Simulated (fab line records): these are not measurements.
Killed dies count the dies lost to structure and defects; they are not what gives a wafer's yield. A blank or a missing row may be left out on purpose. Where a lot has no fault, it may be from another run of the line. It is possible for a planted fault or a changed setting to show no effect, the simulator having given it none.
fab line records :: flow gf180mcu
record:
  lots: 14
  wafers: 42
  last_day: 34
route steps=602 shown M1@317
lots with no fault: from the same line, run without faults
start_h: the number of hours between the record's first day and the start of the first shown wafer of the lot :: wait_h: how many hours have passed since the lot's step before this one :: " as in the row above :: L1.1+2: a row that stands for several wafers :: - no value, or no start was given :: * or withheld: withheld :: < > ~ a bound
route shown NAME@n: a module of which the file shows steps, and the number in the route of the first :: usual: average and standard deviation across the fault-free wafers :: same: alike in all rows :: chamber/n: place in a boat :: sites: the reading at each site :: _std_site: standard deviation of those values :: _edge_site: inner sites' mean taken away from outer sites' mean :: radius_mm: how far each site lies from the wafer's centre :: mask NAME#n: copy n :: behind: the tool/chamber that last shaped the wafer :: hold: the reason the lot was held/the length of the hold in hours/how it ended :: device: the transistor (n, p or np) that didn't switch :: end of line: the tests these same wafers got at the end of their route :: for a step that has no rows: nothing shown but its recipe :: killed: dies that structure and defects cost at the first sort, which is not the same as the wafer's yield :: map: shows each die of a wafer: x if killed, . if not, _ if none is there
set.NAME: setting as actually run; set.NAME@STEP: the setting as run at that earlier step :: model.NAME: the simulator's own value behind a step, which no gauge read
a sample of lots followed through the steps of the route, with each step as a table and each wafer as a row
services: when a tool's chamber went out of use (start_h, in hours from the record's first day, below 0 if earlier), for how many hours, and the reason
== steps ==
step: GF_M1_SPUTTER_02
recipe:
  material: AlCu
  target_thk_nm: 450
  power_w: 10600
  time_s: 23.9
  chamber_pressure_pa: 0.4
usual:
  throttle_valve_pct: 29.3/1.1
lot.wafer: L848.3
tool: pvd_sputter-04
chamber: -
start_h: 372.61
wait_h: 0.0
throttle_valve_pct: 29.6

lot.wafer: L848.4
tool: pvd_sputter-04
chamber: -
start_h: 372.61
wait_h: 0.0
throttle_valve_pct: 29.4

lot.wafer: L848.5
tool: pvd_sputter-04
chamber: -
start_h: 372.61
wait_h: 0.0
throttle_valve_pct: 30.0

lot.wafer: L849.1
tool: pvd_sputter-01
chamber: -
start_h: 381.51
wait_h: 0.0
throttle_valve_pct: 29.4

lot.wafer: L849.2
tool: pvd_sputter-01
chamber: -
start_h: 381.51
wait_h: 0.0
throttle_valve_pct: 29.3

lot.wafer: L849.3
tool: pvd_sputter-01
chamber: -
start_h: 381.51
wait_h: 0.0
throttle_valve_pct: 30.4

lot.wafer: L851.3
tool: pvd_sputter-02
chamber: -
start_h: 392.51
wait_h: 0.0
throttle_valve_pct: 30.5

lot.wafer: L851.4
tool: pvd_sputter-02
chamber: -
start_h: 392.51
wait_h: 0.0
throttle_valve_pct: 29.8

lot.wafer: L851.6
tool: pvd_sputter-02
chamber: -
start_h: 392.51
wait_h: 0.0
throttle_valve_pct: 30.8

lot.wafer: L850.1
tool: pvd_sputter-01
chamber: -
start_h: 394.27
wait_h: 0.0
throttle_valve_pct: 29.5

lot.wafer: L850.2
tool: pvd_sputter-01
chamber: -
start_h: 394.27
wait_h: 0.0
throttle_valve_pct: 29.7

lot.wafer: L850.6
tool: pvd_sputter-01
chamber: -
start_h: 394.27
wait_h: 0.0
throttle_valve_pct: 29.3

lot.wafer: L852.1
tool: pvd_sputter-02
chamber: -
start_h: 404.72
wait_h: 0.0
throttle_valve_pct: 29.8

lot.wafer: L852.2
tool: pvd_sputter-02
chamber: -
start_h: 404.72
wait_h: 0.0
throttle_valve_pct: 28.0

lot.wafer: L852.4
tool: pvd_sputter-02
chamber: -
start_h: 404.72
wait_h: 0.0
throttle_valve_pct: 30.6

lot.wafer: L854.1
tool: pvd_sputter-02
chamber: -
start_h: 421.43
wait_h: 0.0
throttle_valve_pct: 29.0

lot.wafer: L854.2
tool: pvd_sputter-02
chamber: -
start_h: 421.43
wait_h: 0.0
throttle_valve_pct: 27.8

lot.wafer: L854.3
tool: pvd_sputter-02
chamber: -
start_h: 421.43
wait_h: 0.0
throttle_valve_pct: 30.0

lot.wafer: L855.3
tool: pvd_sputter-01
chamber: -
start_h: 422.09
wait_h: 0.0
throttle_valve_pct: 29.2

lot.wafer: L855.4
tool: pvd_sputter-01
chamber: -
start_h: 422.09
wait_h: 0.0
throttle_valve_pct: 26.2

lot.wafer: L855.6
tool: pvd_sputter-01
chamber: -
start_h: 422.09
wait_h: 0.0
throttle_valve_pct: 29.4

lot.wafer: L856.3
tool: pvd_sputter-02
chamber: -
start_h: 435.60
wait_h: 0.0
throttle_valve_pct: 28.2

lot.wafer: L856.4
tool: pvd_sputter-02
chamber: -
start_h: 435.60
wait_h: 0.0
throttle_valve_pct: 30.8

lot.wafer: L856.6
tool: pvd_sputter-02
chamber: -
start_h: 435.60
wait_h: 0.0
throttle_valve_pct: 29.9

lot.wafer: L861.1
tool: pvd_sputter-02
chamber: -
start_h: 472.58
wait_h: 0.0
throttle_valve_pct: 30.7

lot.wafer: L861.5
tool: pvd_sputter-02
chamber: -
start_h: 472.58
wait_h: 0.0
throttle_valve_pct: 29.3

lot.wafer: L861.6
tool: pvd_sputter-02
chamber: -
start_h: 472.58
wait_h: 0.0
throttle_valve_pct: 28.2

lot.wafer: L864.2
tool: pvd_sputter-02
chamber: -
start_h: 501.90
wait_h: 0.0
throttle_valve_pct: 28.0

lot.wafer: L864.5
tool: pvd_sputter-02
chamber: -
start_h: 501.90
wait_h: 0.0
throttle_valve_pct: 30.6

lot.wafer: L864.6
tool: pvd_sputter-02
chamber: -
start_h: 501.90
wait_h: 0.0
throttle_valve_pct: 30.0

lot.wafer: L865.1
tool: pvd_sputter-01
chamber: -
start_h: 509.97
wait_h: 0.0
throttle_valve_pct: 29.5

lot.wafer: L865.4
tool: pvd_sputter-01
chamber: -
start_h: 509.97
wait_h: 0.0
throttle_valve_pct: 30.3

lot.wafer: L865.6
tool: pvd_sputter-01
chamber: -
start_h: 509.97
wait_h: 0.0
throttle_valve_pct: 29.5

lot.wafer: L866.1
tool: pvd_sputter-01
chamber: -
start_h: 514.73
wait_h: 0.0
throttle_valve_pct: 29.2

lot.wafer: L866.4
tool: pvd_sputter-01
chamber: -
start_h: 514.73
wait_h: 0.0
throttle_valve_pct: 25.9

lot.wafer: L866.6
tool: pvd_sputter-01
chamber: -
start_h: 514.73
wait_h: 0.0
throttle_valve_pct: 29.6

lot.wafer: L868.2
tool: pvd_sputter-04
chamber: -
start_h: 532.92
wait_h: 0.0
throttle_valve_pct: 29.6

lot.wafer: L868.4
tool: pvd_sputter-04
chamber: -
start_h: 532.92
wait_h: 0.0
throttle_valve_pct: 30.0

lot.wafer: L868.5
tool: pvd_sputter-04
chamber: -
start_h: 532.92
wait_h: 0.0
throttle_valve_pct: 29.7

lot.wafer: L870.1
tool: pvd_sputter-04
chamber: -
start_h: 547.21
wait_h: 0.0
throttle_valve_pct: 29.4

lot.wafer: L870.4
tool: pvd_sputter-04
chamber: -
start_h: 547.21
wait_h: 0.0
throttle_valve_pct: 29.3

lot.wafer: L870.6
tool: pvd_sputter-04
chamber: -
start_h: 547.21
wait_h: 0.0
throttle_valve_pct: 28.4
step: GF_M1_RS_MEAS_05
recipe:
  thk_meas_gauge: four-point-probe
  reads: TiN_of_M1_SPUTTER_04+Ti_of_M1_SPUTTER_03+AlCu_of_M1_SPUTTER_02+TiN_of_M1_SPUTTER_01+Ti_of_M1_SPUTTER_00
usual:
  M1_ALCU_RS: 0.0699/0.00074
lot.wafer: L848.3
tool: film_metro-02
chamber: -
start_h: 372.74
wait_h: 0.1
hold: -
M1_ALCU_RS[ohm/sq]: 0.0696

lot.wafer: L848.4
tool: film_metro-02
chamber: -
start_h: 372.74
wait_h: 0.1
hold: -
M1_ALCU_RS[ohm/sq]: 0.0683

lot.wafer: L848.5
tool: film_metro-02
chamber: -
start_h: 372.74
wait_h: 0.1
hold: -
M1_ALCU_RS[ohm/sq]: 0.0691

lot.wafer: L849.1
tool: film_metro-03
chamber: -
start_h: 381.60
wait_h: 0.0
hold: -
M1_ALCU_RS[ohm/sq]: 0.0698

lot.wafer: L849.2
tool: film_metro-03
chamber: -
start_h: 381.60
wait_h: 0.0
hold: -
M1_ALCU_RS[ohm/sq]: 0.0713

lot.wafer: L849.3
tool: film_metro-03
chamber: -
start_h: 381.60
wait_h: 0.0
hold: -
M1_ALCU_RS[ohm/sq]: 0.0703

lot.wafer: L851.3
tool: film_metro-04
chamber: -
start_h: 392.64
wait_h: 0.1
hold: -
M1_ALCU_RS[ohm/sq]: 0.0700

lot.wafer: L851.4
tool: film_metro-04
chamber: -
start_h: 392.64
wait_h: 0.1
hold: -
M1_ALCU_RS[ohm/sq]: 0.0707

lot.wafer: L851.6
tool: film_metro-04
chamber: -
start_h: 392.64
wait_h: 0.1
hold: -
M1_ALCU_RS[ohm/sq]: 0.0696

lot.wafer: L850.1
tool: film_metro-03
chamber: -
start_h: 394.37
wait_h: 0.0
hold: -
M1_ALCU_RS[ohm/sq]: 0.0701

lot.wafer: L850.2
tool: film_metro-03
chamber: -
start_h: 394.37
wait_h: 0.0
hold: -
M1_ALCU_RS[ohm/sq]: 0.0702

lot.wafer: L850.6
tool: film_metro-03
chamber: -
start_h: 394.37
wait_h: 0.0
hold: -
M1_ALCU_RS[ohm/sq]: 0.0702

lot.wafer: L852.1
tool: film_metro-02
chamber: -
start_h: 404.81
wait_h: 0.0
hold: -
M1_ALCU_RS[ohm/sq]: 0.0705

lot.wafer: L852.2
tool: film_metro-02
chamber: -
start_h: 404.81
wait_h: 0.0
hold: -
M1_ALCU_RS[ohm/sq]: 0.0704

lot.wafer: L852.4
tool: film_metro-02
chamber: -
start_h: 404.81
wait_h: 0.0
hold: -
M1_ALCU_RS[ohm/sq]: 0.0691

lot.wafer: L854.1
tool: film_metro-03
chamber: -
start_h: 421.52
wait_h: 0.0
hold: -
M1_ALCU_RS[ohm/sq]: 0.0701

lot.wafer: L854.2
tool: film_metro-03
chamber: -
start_h: 421.52
wait_h: 0.0
hold: -
M1_ALCU_RS[ohm/sq]: 0.0704

lot.wafer: L854.3
tool: film_metro-03
chamber: -
start_h: 421.52
wait_h: 0.0
hold: -
M1_ALCU_RS[ohm/sq]: 0.0703

lot.wafer: L855.3
tool: film_metro-03
chamber: -
start_h: 422.22
wait_h: 0.1
hold: -
M1_ALCU_RS[ohm/sq]: 0.0701

lot.wafer: L855.4
tool: film_metro-03
chamber: -
start_h: 422.22
wait_h: 0.1
hold: -
M1_ALCU_RS[ohm/sq]: 0.0688

lot.wafer: L855.6
tool: film_metro-03
chamber: -
start_h: 422.22
wait_h: 0.1
hold: -
M1_ALCU_RS[ohm/sq]: 0.0697

lot.wafer: L856.3
tool: film_metro-03
chamber: -
start_h: 435.73
wait_h: 0.1
hold: -
M1_ALCU_RS[ohm/sq]: 0.0705

lot.wafer: L856.4
tool: film_metro-03
chamber: -
start_h: 435.73
wait_h: 0.1
hold: -
M1_ALCU_RS[ohm/sq]: 0.0693

lot.wafer: L856.6
tool: film_metro-03
chamber: -
start_h: 435.73
wait_h: 0.1
hold: -
M1_ALCU_RS[ohm/sq]: 0.0707

lot.wafer: L861.1
tool: film_metro-03
chamber: -
start_h: 472.67
wait_h: 0.0
hold: await_dispo/0.2h/release
M1_ALCU_RS[ohm/sq]: 0.0667

lot.wafer: L861.5
tool: film_metro-03
chamber: -
start_h: 472.67
wait_h: 0.0
hold: await_dispo/0.2h/release
M1_ALCU_RS[ohm/sq]: 0.0672

lot.wafer: L861.6
tool: film_metro-03
chamber: -
start_h: 472.67
wait_h: 0.0
hold: await_dispo/0.2h/release
M1_ALCU_RS[ohm/sq]: 0.0679

lot.wafer: L861.1
tool: film_metro-03
chamber: -
start_h: 472.95
wait_h: 0.3
hold: -
M1_ALCU_RS[ohm/sq]: 0.0668

lot.wafer: L861.5
tool: film_metro-03
chamber: -
start_h: 472.95
wait_h: 0.3
hold: -
M1_ALCU_RS[ohm/sq]: 0.0672

lot.wafer: L861.6
tool: film_metro-03
chamber: -
start_h: 472.95
wait_h: 0.3
hold: -
M1_ALCU_RS[ohm/sq]: 0.0678

lot.wafer: L864.2
tool: film_metro-02
chamber: -
start_h: 502.02
wait_h: 0.0
hold: await_dispo/0.2h/release
M1_ALCU_RS[ohm/sq]: 0.0685

lot.wafer: L864.5
tool: film_metro-02
chamber: -
start_h: 502.02
wait_h: 0.0
hold: await_dispo/0.2h/release
M1_ALCU_RS[ohm/sq]: 0.0673

lot.wafer: L864.6
tool: film_metro-02
chamber: -
start_h: 502.02
wait_h: 0.0
hold: await_dispo/0.2h/release
M1_ALCU_RS[ohm/sq]: 0.0683

lot.wafer: L864.2
tool: film_metro-02
chamber: -
start_h: 502.30
wait_h: 0.3
hold: -
M1_ALCU_RS[ohm/sq]: 0.0685

lot.wafer: L864.5
tool: film_metro-02
chamber: -
start_h: 502.30
wait_h: 0.3
hold: -
M1_ALCU_RS[ohm/sq]: 0.0674

lot.wafer: L864.6
tool: film_metro-02
chamber: -
start_h: 502.30
wait_h: 0.3
hold: -
M1_ALCU_RS[ohm/sq]: 0.0682

lot.wafer: L865.1
tool: film_metro-02
chamber: -
start_h: 510.06
wait_h: 0.0
hold: -
M1_ALCU_RS[ohm/sq]: 0.0701

lot.wafer: L865.4
tool: film_metro-02
chamber: -
start_h: 510.06
wait_h: 0.0
hold: -
M1_ALCU_RS[ohm/sq]: 0.0703

lot.wafer: L865.6
tool: film_metro-02
chamber: -
start_h: 510.06
wait_h: 0.0
hold: -
M1_ALCU_RS[ohm/sq]: 0.0698

lot.wafer: L866.1
tool: film_metro-03
chamber: -
start_h: 514.82
wait_h: 0.0
hold: -
M1_ALCU_RS[ohm/sq]: 0.0702

lot.wafer: L866.4
tool: film_metro-03
chamber: -
start_h: 514.82
wait_h: 0.0
hold: -
M1_ALCU_RS[ohm/sq]: 0.0695

lot.wafer: L866.6
tool: film_metro-03
chamber: -
start_h: 514.82
wait_h: 0.0
hold: -
M1_ALCU_RS[ohm/sq]: 0.0700

lot.wafer: L868.2
tool: film_metro-04
chamber: -
start_h: 533.03
wait_h: 0.0
hold: -
M1_ALCU_RS[ohm/sq]: 0.0703

lot.wafer: L868.4
tool: film_metro-04
chamber: -
start_h: 533.03
wait_h: 0.0
hold: -
M1_ALCU_RS[ohm/sq]: 0.0702

lot.wafer: L868.5
tool: film_metro-04
chamber: -
start_h: 533.03
wait_h: 0.0
hold: -
M1_ALCU_RS[ohm/sq]: 0.0702

lot.wafer: L870.1
tool: film_metro-02
chamber: -
start_h: 547.30
wait_h: 0.0
hold: -
M1_ALCU_RS[ohm/sq]: 0.0710

lot.wafer: L870.4
tool: film_metro-02
chamber: -
start_h: 547.30
wait_h: 0.0
hold: -
M1_ALCU_RS[ohm/sq]: 0.0696

lot.wafer: L870.6
tool: film_metro-02
chamber: -
start_h: 547.30
wait_h: 0.0
hold: -
M1_ALCU_RS[ohm/sq]: 0.0702
step: GF_M1_THK_MEAS_06
recipe:
  thk_meas_gauge: xrf
  reads: AlCu_of_M1_SPUTTER_02
usual:
  M1_ALCU_THK: 450/5.3
lot.wafer: L848.3
tool: film_metro-02
chamber: -
start_h: 372.84
wait_h: 0.1
hold: -
M1_ALCU_THK[nm]: 454

lot.wafer: L848.4
tool: film_metro-02
chamber: -
start_h: 372.84
wait_h: 0.1
hold: -
M1_ALCU_THK[nm]: 457

lot.wafer: L848.5
tool: film_metro-02
chamber: -
start_h: 372.84
wait_h: 0.1
hold: -
M1_ALCU_THK[nm]: 453

lot.wafer: L849.1
tool: film_metro-03
chamber: -
start_h: 381.72
wait_h: 0.1
hold: -
M1_ALCU_THK[nm]: 450

lot.wafer: L849.2
tool: film_metro-03
chamber: -
start_h: 381.72
wait_h: 0.1
hold: -
M1_ALCU_THK[nm]: 441

lot.wafer: L849.3
tool: film_metro-03
chamber: -
start_h: 381.72
wait_h: 0.1
hold: -
M1_ALCU_THK[nm]: 445

lot.wafer: L851.3
tool: film_metro-04
chamber: -
start_h: 392.74
wait_h: 0.1
hold: -
M1_ALCU_THK[nm]: 454

lot.wafer: L851.4
tool: film_metro-04
chamber: -
start_h: 392.74
wait_h: 0.1
hold: -
M1_ALCU_THK[nm]: 446

lot.wafer: L851.6
tool: film_metro-04
chamber: -
start_h: 392.74
wait_h: 0.1
hold: -
M1_ALCU_THK[nm]: 458

lot.wafer: L850.1
tool: film_metro-03
chamber: -
start_h: 394.49
wait_h: 0.1
hold: -
M1_ALCU_THK[nm]: 447

lot.wafer: L850.2
tool: film_metro-03
chamber: -
start_h: 394.49
wait_h: 0.1
hold: -
M1_ALCU_THK[nm]: 445

lot.wafer: L850.6
tool: film_metro-03
chamber: -
start_h: 394.49
wait_h: 0.1
hold: -
M1_ALCU_THK[nm]: 443

lot.wafer: L852.1
tool: film_metro-02
chamber: -
start_h: 404.93
wait_h: 0.1
hold: -
M1_ALCU_THK[nm]: 449

lot.wafer: L852.2
tool: film_metro-02
chamber: -
start_h: 404.93
wait_h: 0.1
hold: -
M1_ALCU_THK[nm]: 448

lot.wafer: L852.4
tool: film_metro-02
chamber: -
start_h: 404.93
wait_h: 0.1
hold: -
M1_ALCU_THK[nm]: 457

lot.wafer: L854.1
tool: film_metro-03
chamber: -
start_h: 421.64
wait_h: 0.1
hold: -
M1_ALCU_THK[nm]: 447

lot.wafer: L854.2
tool: film_metro-03
chamber: -
start_h: 421.64
wait_h: 0.1
hold: -
M1_ALCU_THK[nm]: 448

lot.wafer: L854.3
tool: film_metro-03
chamber: -
start_h: 421.64
wait_h: 0.1
hold: -
M1_ALCU_THK[nm]: 446

lot.wafer: L855.3
tool: film_metro-03
chamber: -
start_h: 422.32
wait_h: 0.1
hold: -
M1_ALCU_THK[nm]: 443

lot.wafer: L855.4
tool: film_metro-03
chamber: -
start_h: 422.32
wait_h: 0.1
hold: -
M1_ALCU_THK[nm]: 457

lot.wafer: L855.6
tool: film_metro-03
chamber: -
start_h: 422.32
wait_h: 0.1
hold: -
M1_ALCU_THK[nm]: 450

lot.wafer: L856.3
tool: film_metro-03
chamber: -
start_h: 435.83
wait_h: 0.1
hold: -
M1_ALCU_THK[nm]: 448

lot.wafer: L856.4
tool: film_metro-03
chamber: -
start_h: 435.83
wait_h: 0.1
hold: -
M1_ALCU_THK[nm]: 458

lot.wafer: L856.6
tool: film_metro-03
chamber: -
start_h: 435.83
wait_h: 0.1
hold: -
M1_ALCU_THK[nm]: 446

lot.wafer: L861.1
tool: film_metro-03
chamber: -
start_h: 477.18
wait_h: 4.2
hold: await_dispo/4.1h/release
M1_ALCU_THK[nm]: 468

lot.wafer: L861.5
tool: film_metro-03
chamber: -
start_h: 477.18
wait_h: 4.2
hold: await_dispo/4.1h/release
M1_ALCU_THK[nm]: 467

lot.wafer: L861.6
tool: film_metro-03
chamber: -
start_h: 477.18
wait_h: 4.2
hold: await_dispo/4.1h/release
M1_ALCU_THK[nm]: 462

lot.wafer: L864.2
tool: film_metro-02
chamber: -
start_h: 506.61
wait_h: 4.3
hold: await_dispo/0.2h/release
M1_ALCU_THK[nm]: 461

lot.wafer: L864.5
tool: film_metro-02
chamber: -
start_h: 506.61
wait_h: 4.3
hold: await_dispo/0.2h/release
M1_ALCU_THK[nm]: 468

lot.wafer: L864.6
tool: film_metro-02
chamber: -
start_h: 506.61
wait_h: 4.3
hold: await_dispo/0.2h/release
M1_ALCU_THK[nm]: 461

lot.wafer: L864.2
tool: film_metro-02
chamber: -
start_h: 506.88
wait_h: 0.3
hold: -
M1_ALCU_THK[nm]: 460

lot.wafer: L864.5
tool: film_metro-02
chamber: -
start_h: 506.88
wait_h: 0.3
hold: -
M1_ALCU_THK[nm]: 469

lot.wafer: L864.6
tool: film_metro-02
chamber: -
start_h: 506.88
wait_h: 0.3
hold: -
M1_ALCU_THK[nm]: 459

lot.wafer: L865.1
tool: film_metro-02
chamber: -
start_h: 510.18
wait_h: 0.1
hold: -
M1_ALCU_THK[nm]: 449

lot.wafer: L865.4
tool: film_metro-02
chamber: -
start_h: 510.18
wait_h: 0.1
hold: -
M1_ALCU_THK[nm]: 447

lot.wafer: L865.6
tool: film_metro-02
chamber: -
start_h: 510.18
wait_h: 0.1
hold: -
M1_ALCU_THK[nm]: 452

lot.wafer: L866.1
tool: film_metro-03
chamber: -
start_h: 514.94
wait_h: 0.1
hold: -
M1_ALCU_THK[nm]: 448

lot.wafer: L866.4
tool: film_metro-03
chamber: -
start_h: 514.94
wait_h: 0.1
hold: -
M1_ALCU_THK[nm]: 452

lot.wafer: L866.6
tool: film_metro-03
chamber: -
start_h: 514.94
wait_h: 0.1
hold: -
M1_ALCU_THK[nm]: 451

lot.wafer: L868.2
tool: film_metro-04
chamber: -
start_h: 533.14
wait_h: 0.1
hold: -
M1_ALCU_THK[nm]: 450

lot.wafer: L868.4
tool: film_metro-04
chamber: -
start_h: 533.14
wait_h: 0.1
hold: -
M1_ALCU_THK[nm]: 450

lot.wafer: L868.5
tool: film_metro-04
chamber: -
start_h: 533.14
wait_h: 0.1
hold: -
M1_ALCU_THK[nm]: 451

lot.wafer: L870.1
tool: film_metro-02
chamber: -
start_h: 547.42
wait_h: 0.1
hold: -
M1_ALCU_THK[nm]: 445

lot.wafer: L870.4
tool: film_metro-02
chamber: -
start_h: 547.42
wait_h: 0.1
hold: -
M1_ALCU_THK[nm]: 457

lot.wafer: L870.6
tool: film_metro-02
chamber: -
start_h: 547.42
wait_h: 0.1
hold: -
M1_ALCU_THK[nm]: 453
== services ==
tool: pvd_sputter-04
chamber: -
start_h: 386.81
hours: 2.7
kind: repair

tool: pvd_sputter-04
chamber: 3
start_h: 424.86
hours: -
kind: consumable_replace:kit

tool: pvd_sputter-04
chamber: 3
start_h: 424.86
hours: 18.0
kind: scheduled_down

tool: pvd_sputter-04
chamber: 3
start_h: 424.86
hours: 18.0
kind: vent_cycle

tool: pvd_sputter-02
chamber: 1
start_h: 523.51
hours: -
kind: consumable_replace:kit

tool: pvd_sputter-02
chamber: 1
start_h: 523.51
hours: 18.0
kind: scheduled_down

tool: pvd_sputter-02
chamber: 1
start_h: 523.51
hours: 18.0
kind: vent_cycle
== key ==
first_sign:
  step: GF_M1_RS_MEAS_05
  reading: visit
  direction: added
effect:
  step: GF_M1_RS_MEAS_05
  reading: M1_ALCU_RS
  direction: down
  sigmas: 3
  usual: 0.0699
  struck: 0.0677
effect:
  step: GF_M1_THK_MEAS_06
  reading: visit
  direction: added
met_at GF_M1_SPUTTER_02
struck_lots L861,L864
onset_between 435.60 472.58
fault:
  kind: process_parameter_drift
  tool: pvd_sputter-02
  chamber: -
  onset_h: 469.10
  steps: GF_M1_SPUTTER_02
  channel: time_s
  offset: *
  shape: step
  end_h: 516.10
  acts_in: *
  stated: *
